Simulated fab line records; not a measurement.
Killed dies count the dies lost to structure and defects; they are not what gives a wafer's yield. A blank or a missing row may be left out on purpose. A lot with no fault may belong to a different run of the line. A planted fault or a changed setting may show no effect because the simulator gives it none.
Matching of chambers -- flow sky130 -- SKY_POLY_GATE_ETCH_15 on rie_diel-02: 4 sister chambers
The step etches BARC in N2/H2, stops on SiO2, time 118.5 s, target depth 110 nm. 20 wafers are shown with their chamber, then 10 later ones without.

## WAFERS WITH THEIR CHAMBER
wafer,chamber,oes_product_au (a.u.),throttle_valve_pct (%)
L075.1,1,0.721,13.207
L075.4,0,0.714,13.220
L075.5,1,0.718,13.201
L079.1,0,0.714,13.200
L079.2,2,0.722,13.221
L079.3,1,0.713,13.196
L079.4,3,0.719,13.202
L079.5,0,0.718,13.216
L079.6,1,0.717,13.197
L081.1,3,0.714,13.215
L081.2,2,0.726,13.223
L081.3,0,0.716,13.221
L081.4,1,0.721,13.213
L081.5,0,0.725,13.196
L081.6,1,0.718,13.219
L083.1,3,0.714,13.208
L083.2,2,0.715,13.201
L083.3,0,0.708,13.212
L083.4,1,0.722,13.209
L083.5,3,0.717,13.200

SIGNATURES (averages over the wafers above)
reading,chamber 0,chamber 1,chamber 2,chamber 3,scatter within a chamber
oes_product_au,0.71583,0.71857,0.72100,0.71600,0.00429
throttle_valve_pct,13.21083,13.20600,13.21500,13.20625,0.00942
Rule: for a wafer and a chamber, the distance is found by dividing, reading by reading, the gap between the wafer's reading and the chamber's mean by the reading's scatter, squaring, summing and taking the root. If the next closest chamber is less than 2 further off than the closest, the wafer can't be placed; otherwise it belongs to the closest. How the scatter is found: for the shown wafers, subtract from each reading the mean of its chamber, square and add these, divide the total by (wafers less chambers), then take the root.

## WAFERS WITHOUT THEIR CHAMBER
wafer,oes_product_au (a.u.),throttle_valve_pct (%)
L083.6,0.714,13.227
L085.1,0.713,13.209
L085.4,0.730,13.203
L085.6,0.714,13.213
L087.1,0.721,13.209
L087.2,0.709,13.198
L087.5,0.710,13.204
L094.3,0.720,13.209
L094.4,0.716,13.212
L094.6,0.713,13.209

## CHAMBER TAKEN BY EACH
wafer,from the rows above,in truth
L083.6,can't be placed: 0 or 2 or 3 or 1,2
L085.1,can't be placed: 0 or 3 or 1 or 2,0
L085.4,can't be placed: 2 or 1 or 3 or 0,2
L085.6,can't be placed: 0 or 3 or 1 or 2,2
L087.1,can't be placed: 2 or 1 or 3 or 0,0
L087.2,can't be placed: 3 or 0 or 1 or 2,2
L087.5,can't be placed: 3 or 0 or 1 or 2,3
L094.3,can't be placed: 1 or 2 or 3 or 0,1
L094.4,can't be placed: 0 or 3 or 1 or 2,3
L094.6,can't be placed: 0 or 3 or 1 or 2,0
Placed correctly: 0 of 10. Not placeable from these rows: 10 (in 10, the candidates include the true chamber). Number placed wrongly: 0.
